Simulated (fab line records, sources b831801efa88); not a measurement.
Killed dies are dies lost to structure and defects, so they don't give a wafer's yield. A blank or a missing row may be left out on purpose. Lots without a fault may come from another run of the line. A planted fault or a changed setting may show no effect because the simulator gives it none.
Which tool did it? | flow gf180mcu | 12 lots, 36 wafers sampled, at 3 steps of a route of 602

WHAT THE GAUGES READ, wafer by wafer
GF_M4_THK_MEAS_06: measures by xrf. Usual: M4_ALCU_THK 452 nm, standard deviation 7.2.
lot  | measured     | on            | M4_ALCU_THK (nm) | flag
L323 | day 22 07:16 | film_metro-03 | 450 450 450      |
L326 | day 23 10:25 | film_metro-04 | 455 460 465      |
L327 | day 24 05:28 | film_metro-03 | 445 443 453      |
L329 | day 24 15:44 | film_metro-03 | 448 448 448      |
L328 | day 24 19:29 | film_metro-04 | 456 450 461      |
L330 | day 25 02:40 | film_metro-02 | 460 445 445      |
L332 | day 25 21:23 | film_metro-02 | 462 454 450      |
L333 | day 26 01:41 | film_metro-02 | 450 450 448      |
L334 | day 26 10:23 | film_metro-03 | 449 449 449      |
L339 | day 27 20:44 | film_metro-02 | 458 451 450      |
L342 | day 28 17:31 | film_metro-03 | 448 444 446      |
L345 | day 29 11:34 | film_metro-02 | 452 444 456      |

WHICH TOOL RAN EACH LOT (tool, then ch and the chambers of the sampled wafers, then the start)
lot  | GF_V3_CMP_04                  | GF_M4_SPUTTER_03
L323 | cmp-02 ch 0,2, day 21 05:38   | pvd_sputter-01, day 22 07:05
L326 | cmp-01 ch 1,3, day 22 08:49   | pvd_sputter-01, day 23 10:12
L327 | cmp-01 ch 0,2,3, day 23 05:02 | pvd_sputter-01, day 24 05:17
L329 | cmp-02 ch 1,2,3, day 23 15:35 | pvd_sputter-03, day 24 15:34
L328 | cmp-02 ch 1,3, day 23 19:20   | pvd_sputter-01, day 24 19:17
L330 | cmp-01 ch 0,2, day 24 02:44   | pvd_sputter-01, day 25 02:29
L332 | cmp-02 ch 0,1,3, day 24 21:58 | pvd_sputter-01, day 25 21:12
L333 | cmp-01 ch 0,3, day 25 02:23   | pvd_sputter-03, day 26 01:31
L334 | cmp-01 ch 0,1,2, day 25 11:16 | pvd_sputter-02, day 26 10:11
L339 | cmp-01 ch 1,2,3, day 26 22:25 | pvd_sputter-03, day 27 20:33
L342 | cmp-02 ch 1,3, day 27 19:08   | pvd_sputter-03, day 28 17:19
L345 | cmp-01 ch 0,1,3, day 28 14:17 | pvd_sputter-02, day 29 11:22
- GF_V3_CMP_04: polishes SiO2.
- GF_M4_SPUTTER_03: material Ti, target thk 10 nm, time 6.7 s.

WHAT THE TOOLS THEMSELVES READ (means of the sampled wafers that have a number; where no wafer has one, the mark that the record gives instead)
GF_V3_CMP_04. Usual: motor_current_A 12.0 A, standard deviation 0.67; retaining_ring_pressure_frac 1.000, standard deviation 0.0053; slurry_flow_ml_min 149.9, standard deviation 0.48; time_to_endpoint_s 81 s, standard deviation 7.7.
lot  | tool   | motor_current_A (A) | retaining_ring_pressure_frac | slurry_flow_ml_min | time_to_endpoint_s (s) | flag
L323 | cmp-02 | 11.7                | 0.998                        | 149.8              | 78                     |
L326 | cmp-01 | 11.3                | 1.005                        | 150.7              | 73                     |
L327 | cmp-01 | 12.3                | 0.998                        | 150.1              | 83                     |
L329 | cmp-02 | 12.0                | 0.998                        | 150.3              | 85                     |
L328 | cmp-02 | 11.7                | 0.994                        | 150.0              | 83                     |
L330 | cmp-01 | 13.2                | 1.001                        | 149.9              | 77                     |
L332 | cmp-02 | 11.7                | 0.998                        | 149.7              | 87                     |
L333 | cmp-01 | 12.2                | 1.004                        | 150.5              | 84                     |
L334 | cmp-01 | 12.5                | 0.997                        | 149.8              | 72                     |
L339 | cmp-01 | 11.9                | 0.997                        | 149.8              | 75                     |
L342 | cmp-02 | 11.8                | 1.001                        | 149.9              | 89                     |
L345 | cmp-01 | 11.9                | 0.996                        | 149.9              | 72                     |

GF_M4_SPUTTER_03. Usual: substrate_temp_c 299.99 C, standard deviation 0.19; throttle_valve_pct 29.7 %, standard deviation 0.84.
lot  | tool           | substrate_temp_c (C) | throttle_valve_pct (%) | flag
L323 | pvd_sputter-01 | 300.05               | 28.9                   |
L326 | pvd_sputter-01 | 300.09               | 29.0                   |
L327 | pvd_sputter-01 | 299.79               | 29.0                   |
L329 | pvd_sputter-03 | 300.04               | 30.4                   |
L328 | pvd_sputter-01 | 300.10               | 29.2                   |
L330 | pvd_sputter-01 | 300.00               | 29.4                   |
L332 | pvd_sputter-01 | 300.00               | 29.1                   |
L333 | pvd_sputter-03 | 299.86               | 30.1                   |
L334 | pvd_sputter-02 | 299.93               | 31.0                   |
L339 | pvd_sputter-03 | 299.97               | 29.9                   |
L342 | pvd_sputter-03 | 299.91               | 29.9                   |
L345 | pvd_sputter-02 | 300.08               | 30.7                   |

THE ANSWER, worked out from the rows above alone
Rule: a lot is off if the mean of its wafers that have a number lies more than 3 standard deviations from the usual mean. A lot without any number at a reading at which 4 lots or more have one is off too. The other lots that the step has rows for count as sound. The gauges are gone through in route order, then the tools' own readings, and for those a lot's mean is taken as printed above. The first step at which some lot is off is used, and at that step the reading that is off furthest; a lot without a number counts as furthest.
No lot is off at any reading shown: from this, nothing can be told.

WHAT THE SIMULATOR HAD PUT IN
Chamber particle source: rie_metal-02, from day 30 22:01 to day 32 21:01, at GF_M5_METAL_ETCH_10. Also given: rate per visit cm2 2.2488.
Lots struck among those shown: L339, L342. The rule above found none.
